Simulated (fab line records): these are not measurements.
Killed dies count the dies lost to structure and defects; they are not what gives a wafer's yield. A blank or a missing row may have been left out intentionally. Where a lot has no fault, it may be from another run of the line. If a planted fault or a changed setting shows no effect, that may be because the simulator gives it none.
fab line records	flow sky130
record lots=24	wafers=72	lastDay=51
route steps=708 shown CAPM@538 METAL3@567 VIA3@587
lots untouched by any fault: they come from a run of this same line in which no faults occurred
startH: start of the lot's first displayed wafer, in hours after the record's first day	waitH: hours since the lot's step before	" identical to the entry in the row above	L1.1+2: one row covering several wafers at once	- no value present, or no start provided	* or withheld: withheld	< > ~ a bound
route shown NAME@n: NAME is a module with steps in the file, n the number in the route of the first one	usual: the fault-free wafers' mean and standard deviation	same: alike in all rows	chamber/n: place in a boat	sites: per-site readings	_std_site: their standard deviation	_edge_site: outer sites' mean less inner sites'	radiusMm: for every site, how far away it sits from the centre of the wafer	mask NAME#n: copy n	behind: the last tool/chamber to shape the wafer	hold: why the lot was held/for how many hours/how that ended	device: names the non-switching transistor (n, p or np)	end of line: tests run on the same wafers once the route is complete	a step without rows: its recipe alone	killed: not the wafer's yield, but the dies lost to structure and defects at the first sort	map: a wafer's dies, marking killed ones x, the rest . and places with no die _
set.NAME: the setting the step ran with; set.NAME@STEP: the setting that earlier step ran with	model.NAME: the simulator's own value behind a step, which no gauge read
the route's steps for a sample of lots (tables are steps, rows are wafers)
services: when a tool's chamber went out of use (startH, in hours from the record's first day, below 0 if earlier), for how many hours, and the reason
## steps
# step SKY_CAPM_THK_MEAS_01
# recipe reads=SiO2_of_CAPM_CVD_00
# usual CAPM_CVD_00_THK=15.56/0.25
lot.wafer	tool	chamber	startH	waitH	CAPM_CVD_00_THK[nm]
L074.2	filmMetro-01	-	882.67	-	15.66
L074.4	"	-	"	"	15.66
L074.5	"	-	"	"	15.64
L075.3	filmMetro-01	-	886.19	-	15.42
L075.5	"	-	"	"	15.94
L075.6	"	-	"	"	15.63
L076.1	filmMetro-01	-	890.15	-	15.78
L076.3	"	-	"	"	15.47
L076.5	"	-	"	"	15.55
L077.1	filmMetro-01	-	907.65	-	15.64
L077.5	"	-	"	"	15.90
L077.6	"	-	"	"	15.94
L078.4	filmMetro-03	-	914.18	-	15.57
L078.5	"	-	"	"	15.62
L078.6	"	-	"	"	15.78
L079.2	filmMetro-03	-	915.63	-	15.51
L079.5	"	-	"	"	15.62
L079.6	"	-	"	"	15.80
L080.2	filmMetro-03	-	917.78	-	15.28
L080.4	"	-	"	"	15.42
L080.5	"	-	"	"	15.68
L081.4	filmMetro-02	-	938.81	-	15.92
L081.5	"	-	"	"	15.96
L081.6	"	-	"	"	15.66
L082.2	filmMetro-02	-	941.24	-	15.41
L082.4	"	-	"	"	15.77
L082.6	"	-	"	"	15.74
L083.1	filmMetro-01	-	942.60	-	15.64
L083.5	"	-	"	"	15.80
L083.6	"	-	"	"	15.51
L084.1	filmMetro-01	-	949.40	-	15.65
L084.3	"	-	"	"	15.49
L084.4	"	-	"	"	15.71
L085.1	filmMetro-02	-	964.98	-	15.36
L085.3	"	-	"	"	15.14
L085.4	"	-	"	"	15.24
L086.1	filmMetro-03	-	969.60	-	15.48
L086.3	"	-	"	"	15.68
L086.5	"	-	"	"	15.82
L087.2	filmMetro-01	-	973.58	-	15.60
L087.4	"	-	"	"	15.30
L087.5	"	-	"	"	15.40
L088.2	filmMetro-03	-	975.08	-	15.41
L088.4	"	-	"	"	15.17
L088.6	"	-	"	"	15.59
L089.1	filmMetro-02	-	988.02	-	15.27
L089.2	"	-	"	"	15.36
L089.3	"	-	"	"	15.29
L090.4	filmMetro-03	-	990.93	-	15.55
L090.5	"	-	"	"	15.96
L090.6	"	-	"	"	15.82
L091.2	filmMetro-03	-	997.98	-	15.43
L091.3	"	-	"	"	15.94
L091.6	"	-	"	"	15.80
L092.4	filmMetro-03	-	999.45	-	15.52
L092.5	"	-	"	"	15.32
L092.6	"	-	"	"	15.35
L093.1	filmMetro-01	-	1013.16	-	15.84
L093.3	"	-	"	"	15.63
L093.4	"	-	"	"	15.96
L094.3	filmMetro-03	-	1015.41	-	15.51
L094.5	"	-	"	"	15.57
L094.6	"	-	"	"	15.76
L095.1	filmMetro-02	-	1027.41	-	15.05
L095.4	"	-	"	"	15.12
L095.5	"	-	"	"	15.47
L096.2	filmMetro-03	-	1028.64	-	15.60
L096.4	"	-	"	"	15.94
L096.5	"	-	"	"	16.06
L097.2	filmMetro-01	-	1039.84	-	15.37
L097.5	"	-	"	"	15.80
L097.6	"	-	"	"	15.81
# step SKY_CAPM_SPUTTER_02
# recipe material=TiN	targetThkNm=200	tempC=300	powerW=6500	timeS=166.7	chamberPressurePa=0.4
# usual throttleValvePct=29.8/0.96
lot.wafer	tool	chamber	startH	waitH	throttleValvePct
L074.2	pvdSputter-01	-	882.72	0.0	29.0
L074.4	"	-	"	"	29.2
L074.5	"	-	"	"	31.0
L075.3	pvdSputter-03	-	886.23	0.0	29.5
L075.5	"	-	"	"	30.8
L075.6	"	-	"	"	30.0
L076.1	pvdSputter-03	-	890.21	0.1	29.4
L076.3	"	-	"	"	30.1
L076.5	"	-	"	"	29.9
L077.1	pvdSputter-01	-	907.71	0.1	28.5
L077.5	"	-	"	"	28.9
L077.6	"	-	"	"	28.6
L078.4	pvdSputter-02	-	914.21	0.0	30.1
L078.5	"	-	"	"	30.4
L078.6	"	-	"	"	30.9
L079.2	pvdSputter-01	-	915.68	0.0	31.3
L079.5	"	-	"	"	28.2
L079.6	"	-	"	"	28.9
L080.2	pvdSputter-01	-	917.83	0.0	31.2
L080.4	"	-	"	"	28.3
L080.5	"	-	"	"	28.9
L081.4	pvdSputter-02	-	938.89	0.1	30.8
L081.5	"	-	"	"	30.0
L081.6	"	-	"	"	30.8
L082.2	pvdSputter-01	-	941.29	0.0	31.0
L082.4	"	-	"	"	29.0
L082.6	"	-	"	"	28.4
L083.1	pvdSputter-01	-	942.66	0.1	28.4
L083.5	"	-	"	"	28.5
L083.6	"	-	"	"	28.1
L084.1	pvdSputter-02	-	949.46	0.1	30.4
L084.3	"	-	"	"	31.1
L084.4	"	-	"	"	30.5
L085.1	pvdSputter-01	-	965.04	0.1	28.6
L085.3	"	-	"	"	29.1
L085.4	"	-	"	"	28.8
L086.1	pvdSputter-02	-	969.66	0.1	30.7
L086.3	"	-	"	"	29.8
L086.5	"	-	"	"	30.9
L087.2	pvdSputter-01	-	973.63	0.0	28.8
L087.4	"	-	"	"	28.6
L087.5	"	-	"	"	31.2
L088.2	pvdSputter-01	-	975.13	0.0	28.9
L088.4	"	-	"	"	31.2
L088.6	"	-	"	"	29.3
L089.1	pvdSputter-03	-	988.08	0.1	29.8
L089.2	"	-	"	"	30.0
L089.3	"	-	"	"	29.8
L090.4	pvdSputter-02	-	990.96	0.0	30.8
L090.5	"	-	"	"	29.6
L090.6	"	-	"	"	30.2
L091.2	pvdSputter-01	-	998.03	0.0	31.2
L091.3	"	-	"	"	28.6
L091.6	"	-	"	"	31.4
L092.4	pvdSputter-03	-	999.53	0.1	29.7
L092.5	"	-	"	"	30.1
L092.6	"	-	"	"	30.7
L093.1	pvdSputter-03	-	1013.22	0.1	29.8
L093.3	"	-	"	"	29.8
L093.4	"	-	"	"	29.9
L094.3	pvdSputter-01	-	1015.45	0.0	31.1
L094.5	"	-	"	"	31.1
L094.6	"	-	"	"	29.1
L095.1	pvdSputter-01	-	1027.47	0.1	31.2
L095.4	"	-	"	"	28.3
L095.5	"	-	"	"	28.8
L096.2	pvdSputter-03	-	1028.69	0.0	29.7
L096.4	"	-	"	"	31.0
L096.5	"	-	"	"	30.1
L097.2	pvdSputter-02	-	1039.89	0.0	30.1
L097.5	"	-	"	"	29.9
L097.6	"	-	"	"	30.2
# step SKY_CAPM_METAL_ETCH_13
# recipe targetDepthNm=220	stopOn=SiO2	chemistry=Cl2/BCl3	target=TiN	pressureMtorr=10	icpW=900	biasW=48.5	Cl2_flow_sccm=60	bcl3FlowSccm=30	timeS=62.9
# usual drypumpMotorCurrentA=5.8/0.44	oesProductAu=0.939/0.0068	throttleValvePct=21.902/0.01
lot.wafer	tool	chamber	startH	waitH	drypumpMotorCurrentA	oesProductAu	rfHoursCounterH	throttleValvePct
L074.2	rieMetal-02	1	909.23	0.0	5.3	0.941	9	21.906
L074.4	"	0	"	"	5.5	0.948	-	21.905
L074.5	"	1	"	"	5.3	0.939	-	21.904
L075.3	rieMetal-01	1	912.67	0.0	6.0	0.935	-	21.884
L075.5	"	1	"	"	6.0	0.938	-	21.896
L075.6	"	0	"	"	6.4	0.955	-	21.894
L076.1	rieMetal-01	1	915.74	0.0	6.0	0.926	8	21.913
L076.3	"	1	"	"	6.0	0.940	-	21.904
L076.5	"	1	"	"	6.0	0.937	-	21.902
L077.1	rieMetal-03	0	933.43	0.0	5.9	0.935	17	21.902
L077.5	"	0	"	"	5.8	0.942	-	21.886
L077.6	"	1	"	"	5.1	0.939	-	21.904
L078.4	rieMetal-01	0	939.80	0.0	6.4	0.942	-	21.904
L078.5	"	1	"	"	6.0	0.934	-	21.910
L078.6	"	0	"	"	6.3	0.944	-	21.910
L079.2	rieMetal-01	1	941.05	0.0	6.0	0.933	8	21.912
L079.5	"	1	"	"	6.0	0.934	-	21.887
L079.6	"	0	"	"	6.4	0.938	-	21.913
L080.2	rieMetal-02	1	942.85	0.0	5.3	0.929	10	21.901
L080.4	"	0	"	"	5.5	0.943	-	21.888
L080.5	"	1	"	"	5.3	0.937	-	21.915
L081.4	rieMetal-02	1	963.63	0.0	5.3	0.941	-	21.898
L081.5	"	0	"	"	5.5	0.936	-	21.894
L081.6	"	1	"	"	5.3	0.943	-	21.877
L082.2	rieMetal-02	1	966.14	0.0	5.4	0.933	11	21.898
L082.4	"	0	"	"	5.5	0.936	-	21.907
L082.6	"	0	"	"	5.5	0.940	-	21.903
L083.1	rieMetal-03	1	968.19	0.0	5.0	0.931	8	21.906
L083.5	"	1	"	"	5.1	0.932	-	21.917
L083.6	"	0	"	"	5.9	0.932	-	21.925
L084.1	rieMetal-02	1	974.25	0.0	5.4	0.945	11	21.893
L084.3	"	0	"	"	5.5	0.946	-	21.880
L084.4	"	1	"	"	5.3	0.933	-	21.893
L085.1	rieMetal-01	0	988.68	0.0	6.4	0.938	18	21.887
L085.3	"	1	"	"	6.0	0.937	-	21.901
L085.4	"	0	"	"	6.4	0.941	-	21.893
L086.1	rieMetal-01	0	994.44	0.0	6.4	0.935	18	21.889
L086.3	"	0	"	"	6.4	0.936	-	21.910
L086.5	"	1	"	"	6.0	0.935	-	21.916
L087.2	rieMetal-02	1	997.83	0.0	5.3	0.947	12	21.912
L087.4	"	0	"	"	5.5	0.936	-	21.904
L087.5	"	1	"	"	5.3	0.934	-	21.899
L088.2	rieMetal-02	1	999.85	0.0	5.4	0.933	12	21.894
L088.4	"	1	"	"	5.3	0.925	-	21.909
L088.6	"	1	"	"	5.3	0.928	-	21.904
L089.1	rieMetal-02	0	1012.38	0.0	5.5	0.935	12	21.902
L089.2	"	1	"	"	5.3	0.942	13	21.906
L089.3	"	1	"	"	5.3	0.934	-	21.901
L090.4	rieMetal-03	1	1014.97	0.0	5.0	0.946	-	21.885
L090.5	"	1	"	"	5.0	0.942	-	21.907
L090.6	"	0	"	"	5.8	0.946	-	21.897
L091.2	rieMetal-01	1	1021.14	0.0	6.0	0.936	12	21.905
L091.3	"	0	"	"	6.4	0.932	-	21.894
L091.6	"	0	"	"	6.3	0.923	-	21.911
L092.4	rieMetal-01	1	1023.78	0.0	6.1	0.952	-	21.895
L092.5	"	1	"	"	6.0	0.939	-	21.894
L092.6	"	0	"	"	6.4	0.941	-	21.912
L093.1	rieMetal-01	1	1037.83	0.0	6.0	0.944	13	21.906
L093.3	"	1	"	"	6.0	0.952	-	21.906
L093.4	"	0	"	"	6.4	0.945	-	21.902
L094.3	rieMetal-02	0	1038.73	0.1	5.5	0.943	-	21.906
L094.5	"	0	"	"	5.5	0.937	-	21.905
L094.6	"	1	"	"	5.4	0.940	-	21.901
L095.1	rieMetal-02	1	1050.78	0.0	5.4	0.930	15	21.918
L095.4	"	1	"	"	5.3	0.933	-	21.891
L095.5	"	0	"	"	5.5	0.938	-	21.899
L096.2	rieMetal-01	0	1051.30	0.0	6.4	0.946	21	21.892
L096.4	"	0	"	"	6.4	0.944	-	21.913
L096.5	"	1	"	"	6.0	0.949	-	21.897
L097.2	rieMetal-03	1	1062.88	0.0	5.1	0.951	13	21.900
L097.5	"	0	"	"	5.8	0.943	-	21.923
L097.6	"	1	"	"	5.1	0.936	-	21.915
# step SKY_METAL3_ETCH_17
# recipe target=SiO2	stopOn=TiN	chemistry=C4F8/O2/Ar	sourceW=1500	biasW=1200	pressureMtorr=40	c4f8FlowSccm=withheld	O2_flow_sccm=6	Ar_flow_sccm=300	timeS=3.9	targetDepthA=150
# usual oesProductAu=0.756/0.0072
lot.wafer	tool	chamber	startH	waitH	oesProductAu	rfHoursCounterH
L074.2	rieDiel-01	1	935.40	0.1	0.759	14
L074.4	"	3	"	"	0.748	25
L074.5	"	2	"	"	0.764	-
L075.3	rieDiel-01	3	939.00	0.0	0.754	25
L075.5	"	0	"	"	0.757	-
L075.6	"	3	"	"	0.766	-
L076.1	rieDiel-04	2	942.00	0.1	0.756	24
L076.3	"	0	"	"	0.757	12
L076.5	"	3	"	"	0.750	-
L077.1	rieDiel-04	2	958.98	0.1	0.756	24
L077.5	"	2	"	"	0.766	-
L077.6	"	1	"	"	0.768	-
L078.4	rieDiel-03	2	965.63	0.0	0.756	15
L078.5	"	1	"	"	0.756	-
L078.6	"	0	"	"	0.758	-
L079.2	rieDiel-01	2	967.00	0.1	0.750	5
L079.5	"	1	"	"	0.752	-
L079.6	"	2	"	"	0.756	-
L080.2	rieDiel-04	3	968.58	0.1	0.748	20
L080.4	"	0	"	"	0.755	12
L080.5	"	2	"	"	0.759	-
L081.4	rieDiel-01	1	988.95	0.0	0.768	16
L081.5	"	0	"	"	0.762	-
L081.6	"	3	"	"	0.755	-
L082.2	rieDiel-04	1	991.30	0.1	0.755	29
L082.4	"	3	"	"	0.756	21
L082.6	"	3	"	"	0.767	-
L083.1	rieDiel-03	0	994.10	0.1	0.754	11
L083.5	"	2	"	"	0.762	-
L083.6	"	3	"	"	0.753	-
L084.1	rieDiel-04	0	999.33	0.1	0.755	13
L084.3	"	2	"	"	0.756	26
L084.4	"	3	"	"	0.763	21
L085.1	rieDiel-03	2	1013.85	0.1	0.748	16
L085.3	"	3	"	"	0.732	10
L085.4	"	0	"	"	0.751	11
L086.1	rieDiel-04	1	1019.00	0.1	0.754	30
L086.3	"	2	"	"	0.767	26
L086.5	"	1	"	"	0.756	-
L087.2	rieDiel-01	3	1022.90	0.1	0.759	2
L087.4	"	2	"	"	0.760	-
L087.5	"	3	"	"	0.753	-
L088.2	rieDiel-01	3	1024.93	0.1	0.751	2
L088.4	"	3	"	"	0.740	-
L088.6	"	0	"	"	0.760	-
L089.1	rieDiel-04	3	1037.85	0.1	0.753	23
L089.2	"	2	"	"	0.752	27
L089.3	"	1	"	"	0.750	30
L090.4	rieDiel-03	3	1038.90	0.0	0.754	11
L090.5	"	3	"	"	0.759	-
L090.6	"	0	"	"	0.769	-
L091.2	rieDiel-01	0	1045.65	0.1	0.756	19
L091.3	"	3	"	"	0.766	3
L091.6	"	0	"	"	0.767	-
L092.4	rieDiel-04	0	1048.30	0.0	0.758	15
L092.5	"	3	"	"	0.758	-
L092.6	"	0	"	"	0.746	-
L093.1	rieDiel-01	1	1062.11	0.2	0.758	18
L093.3	"	3	"	"	0.764	3
L093.4	"	0	"	"	0.770	20
L094.3	rieDiel-03	3	1062.20	0.0	0.752	11
L094.5	"	1	"	"	0.761	-
L094.6	"	0	"	"	0.763	-
L095.1	rieDiel-03	2	1079.84	0.1	0.756	18
L095.4	"	0	"	"	0.738	-
L095.5	"	1	"	"	0.758	-
L096.2	rieDiel-03	1	1080.20	0.1	0.754	18
L096.4	"	1	"	"	0.763	-
L096.5	"	2	"	"	0.768	-
L097.2	rieDiel-03	1	1086.15	0.1	0.749	18
L097.5	"	0	"	"	0.758	-
L097.6	"	2	"	"	0.754	-
# step SKY_VIA3_ETCH_14
# recipe chemistry=N2/H2	target=BARC	ionEnergyEv=200	sourceW=500	biasW=100	pressureMtorr=30	n2FlowSccm=100	h2FlowSccm=200	stopOn=SiO2	timeS=45.9	targetDepthA=600
# usual drypumpMotorCurrentA=5.7/0.42	h2FlowSccm=200.1/0.57	oesProductAu=0.854/0.005	throttleValvePct=13.224/0.0096
lot.wafer	tool	chamber	startH	waitH	drypumpMotorCurrentA	h2FlowSccm	oesProductAu	rfHoursCounterH	throttleValvePct
L074.2	rieDiel-01	1	961.86	0.0	4.9	200.3	0.851	15	13.230
L074.4	"	1	"	"	5.0	200.1	0.853	-	13.226
L074.5	"	2	"	"	5.4	200.3	0.845	-	13.214
L075.3	rieDiel-01	2	965.85	0.0	5.5	201.1	0.853	5	13.212
L075.5	"	0	"	"	5.8	199.6	0.851	-	13.228
L075.6	"	2	"	"	5.4	200.7	0.855	-	13.241
L076.1	rieDiel-02	2	969.10	0.0	6.5	200.1	0.853	5	13.238
L076.3	"	1	"	"	5.6	198.8	0.857	12	13.220
L076.5	"	3	"	"	6.1	200.2	0.844	-	13.236
L077.1	rieDiel-01	3	985.72	0.0	5.9	199.3	0.848	0	13.225
L077.5	"	1	"	"	4.9	200.7	0.849	-	13.229
L077.6	"	0	"	"	5.8	199.2	0.854	-	13.228
L078.4	rieDiel-02	1	991.70	0.0	5.5	200.9	0.859	12	13.232
L078.5	"	1	"	"	5.6	200.3	0.858	-	13.221
L078.6	"	0	"	"	5.3	199.9	0.860	-	13.229
L079.2	rieDiel-04	2	993.01	0.0	5.5	201.1	0.863	25	13.228
L079.5	"	0	"	"	5.3	200.0	0.855	-	13.224
L079.6	"	3	"	"	6.2	198.8	0.851	-	13.235
L080.2	rieDiel-01	1	994.32	0.0	4.9	199.6	0.857	16	13.214
L080.4	"	2	"	"	5.5	199.7	0.856	6	13.215
L080.5	"	0	"	"	5.8	200.0	0.858	-	13.223
L081.4	rieDiel-02	1	1015.10	0.0	5.5	199.9	0.847	13	13.220
L081.5	"	2	"	"	6.5	199.2	0.854	-	13.223
L081.6	"	1	"	"	5.5	200.5	0.857	-	13.226
L082.2	rieDiel-04	1	1017.80	0.0	5.8	199.5	0.859	30	13.249
L082.4	"	0	"	"	5.3	200.4	0.850	14	13.210
L082.6	"	3	"	"	6.2	200.4	0.853	-	13.224
L083.1	rieDiel-01	1	1019.51	0.0	4.9	200.1	0.846	17	13.220
L083.5	"	2	"	"	5.5	199.9	0.854	-	13.226
L083.6	"	3	"	"	5.9	199.5	0.852	-	13.245
L084.1	rieDiel-04	1	1025.15	0.0	5.9	199.9	0.848	30	13.228
L084.3	"	2	"	"	5.5	200.5	0.845	27	13.224
L084.4	"	3	"	"	6.2	200.0	0.849	22	13.234
L085.1	rieDiel-04	3	1038.42	0.0	6.2	200.6	0.853	23	13.231
L085.3	"	0	"	"	5.4	200.0	0.854	14	13.216
L085.4	"	1	"	"	5.8	200.6	0.858	30	13.225
L086.1	rieDiel-04	2	1043.86	0.0	5.5	199.7	0.860	27	13.222
L086.3	"	0	"	"	5.3	200.2	0.852	14	13.218
L086.5	"	0	"	"	5.3	200.9	0.855	-	13.227
L087.2	rieDiel-01	0	1047.86	0.0	5.8	200.9	0.860	20	13.218
L087.4	"	2	"	"	5.5	199.9	0.851	8	13.207
L087.5	"	1	"	"	4.9	199.1	0.847	-	13.223
L088.2	rieDiel-04	0	1049.22	0.0	5.3	199.8	0.859	15	13.198
L088.4	"	3	"	"	6.2	199.2	0.853	23	13.234
L088.6	"	3	"	"	6.2	199.3	0.856	-	13.218
L089.1	rieDiel-04	0	1062.19	0.0	5.3	200.8	0.864	15	13.230
L089.2	"	1	"	"	5.9	200.3	0.858	31	13.222
L089.3	"	3	"	"	6.2	198.9	0.851	24	13.217
L090.4	rieDiel-02	0	1063.32	0.0	5.3	201.2	0.856	3	13.224
L090.5	"	1	"	"	5.5	200.2	0.851	-	13.228
L090.6	"	0	"	"	5.3	200.5	0.854	-	13.235
L091.2	rieDiel-02	3	1070.07	0.0	6.1	200.0	0.852	15	13.220
L091.3	"	2	"	"	6.5	199.8	0.847	8	13.234
L091.6	"	1	"	"	5.5	200.2	0.858	-	13.204
L092.4	rieDiel-04	3	1072.06	0.0	6.2	199.9	0.849	24	13.213
L092.5	"	1	"	"	5.8	200.1	0.862	-	13.215
L092.6	"	0	"	"	5.3	200.2	0.849	-	13.239
L093.1	rieDiel-01	1	1085.79	0.0	4.9	200.5	0.854	18	13.226
L093.3	"	0	"	"	5.8	200.2	0.857	21	13.219
L093.4	"	1	"	"	4.9	199.5	0.858	-	13.227
L094.3	rieDiel-04	0	1086.40	0.0	5.4	200.2	0.863	16	13.234
L094.5	"	0	"	"	5.4	200.0	0.855	-	13.231
L094.6	"	3	"	"	6.2	200.7	0.854	-	13.250
L095.1	rieDiel-02	2	1101.38	0.0	6.5	201.0	0.849	9	13.211
L095.4	"	3	"	"	6.1	199.8	0.859	16	13.225
L095.5	"	1	"	"	5.5	200.6	0.845	-	13.227
L096.2	rieDiel-02	2	1102.67	0.0	6.5	199.5	0.855	9	13.217
L096.4	"	0	"	"	5.3	200.7	0.851	4	13.230
L096.5	"	2	"	"	6.5	198.8	0.863	-	13.211
L097.2	rieDiel-04	1	1109.60	0.0	5.8	200.4	0.851	0	13.218
L097.5	"	0	"	"	5.3	200.1	0.852	-	13.233
L097.6	"	1	"	"	5.8	199.9	0.855	-	13.221
# step SKY_VIA3_THK_MEAS_23
# recipe thkMeasGauge=xrf	reads=W_of_VIA3_CVD_21
# usual VIA3_W_THK=370/4.6
lot.wafer	tool	chamber	startH	waitH	VIA3_W_THK[nm]
L074.2	filmMetro-04	-	962.88	0.1	369
L074.4	"	-	"	"	367
L074.5	"	-	"	"	363
L075.3	filmMetro-04	-	966.87	0.1	375
L075.5	"	-	"	"	370
L075.6	"	-	"	"	375
L076.1	filmMetro-04	-	970.10	0.1	372
L076.3	"	-	"	"	375
L076.5	"	-	"	"	368
L077.1	filmMetro-04	-	986.77	0.1	368
L077.5	"	-	"	"	367
L077.6	"	-	"	"	368
L078.4	filmMetro-01	-	992.73	0.1	371
L078.5	"	-	"	"	368
L078.6	"	-	"	"	366
L079.2	filmMetro-04	-	994.08	0.1	364
L079.5	"	-	"	"	362
L079.6	"	-	"	"	362
L080.2	filmMetro-02	-	995.33	0.1	368
L080.4	"	-	"	"	363
L080.5	"	-	"	"	367
L081.4	filmMetro-01	-	1016.14	0.1	362
L081.5	"	-	"	"	366
L081.6	"	-	"	"	370
L082.2	filmMetro-04	-	1018.81	0.1	374
L082.4	"	-	"	"	381
L082.6	"	-	"	"	374
L083.1	filmMetro-04	-	1020.51	0.1	368
L083.5	"	-	"	"	367
L083.6	"	-	"	"	372
L084.1	filmMetro-01	-	1026.30	0.1	377
L084.3	"	-	"	"	369
L084.4	"	-	"	"	374
L085.1	filmMetro-01	-	1039.50	0.1	372
L085.3	"	-	"	"	367
L085.4	"	-	"	"	373
L086.1	filmMetro-04	-	1044.94	0.1	377
L086.3	"	-	"	"	373
L086.5	"	-	"	"	372
L087.2	filmMetro-04	-	1049.03	0.1	371
L087.4	"	-	"	"	367
L087.5	"	-	"	"	371
L088.2	filmMetro-02	-	1050.36	0.1	371
L088.4	"	-	"	"	371
L088.6	"	-	"	"	375
L089.1	filmMetro-04	-	1063.19	0.1	371
L089.2	"	-	"	"	374
L089.3	"	-	"	"	364
L090.4	filmMetro-02	-	1064.37	0.1	372
L090.5	"	-	"	"	370
L090.6	"	-	"	"	372
L091.2	filmMetro-01	-	1071.14	0.1	364
L091.3	"	-	"	"	368
L091.6	"	-	"	"	362
L092.4	filmMetro-01	-	1073.09	0.1	372
L092.5	"	-	"	"	377
L092.6	"	-	"	"	373
L093.1	filmMetro-01	-	1086.83	0.1	371
L093.3	"	-	"	"	371
L093.4	"	-	"	"	376
L094.3	filmMetro-02	-	1087.56	0.1	368
L094.5	"	-	"	"	368
L094.6	"	-	"	"	366
L095.1	filmMetro-04	-	1102.65	0.1	359
L095.4	"	-	"	"	357
L095.5	"	-	"	"	364
L096.2	filmMetro-01	-	1104.01	0.1	373
L096.4	"	-	"	"	371
L096.5	"	-	"	"	374
L097.2	filmMetro-04	-	1110.83	0.1	367
L097.5	"	-	"	"	369
L097.6	"	-	"	"	366
## services
tool	chamber	startH	hours	kind
pvdSputter-02	-	863.18	4.3	repair
rieDiel-02	-	865.08	0.2	repair
rieDiel-01	3	924.23	2.2	repair
rieDiel-03	-	928.22	0.3	repair
rieDiel-03	0	938.88	2.1	repair
rieDiel-03	-	950.06	0.2	repair
rieDiel-04	-	984.95	1.3	repair
pvdSputter-03	-	991.61	0.9	repair
pvdSputter-01	-	999.56	1.9	repair
rieMetal-01	-	1002.06	15.6	pm
rieDiel-01	1	1020.60	18.3	repair
rieDiel-01	2	1023.12	3.8	repair
pvdSputter-03	-	1041.60	7.9	repair
rieDiel-03	-	1042.42	1.1	repair
rieDiel-04	-	1052.20	2.8	pm
rieMetal-01	1	1053.57	9.2	repair
rieDiel-02	3	1059.08	1.8	repair
rieDiel-01	1	1063.39	18.1	repair
rieDiel-03	3	1074.12	15.8	repair
rieDiel-04	1	1074.49	-	clean
rieDiel-04	1	1074.49	25.0	scheduledDown
rieDiel-04	1	1074.49	25.0	ventCycle
rieDiel-01	2	1085.65	4.3	repair
rieDiel-01	1	1088.68	1.8	repair
## key
fault none
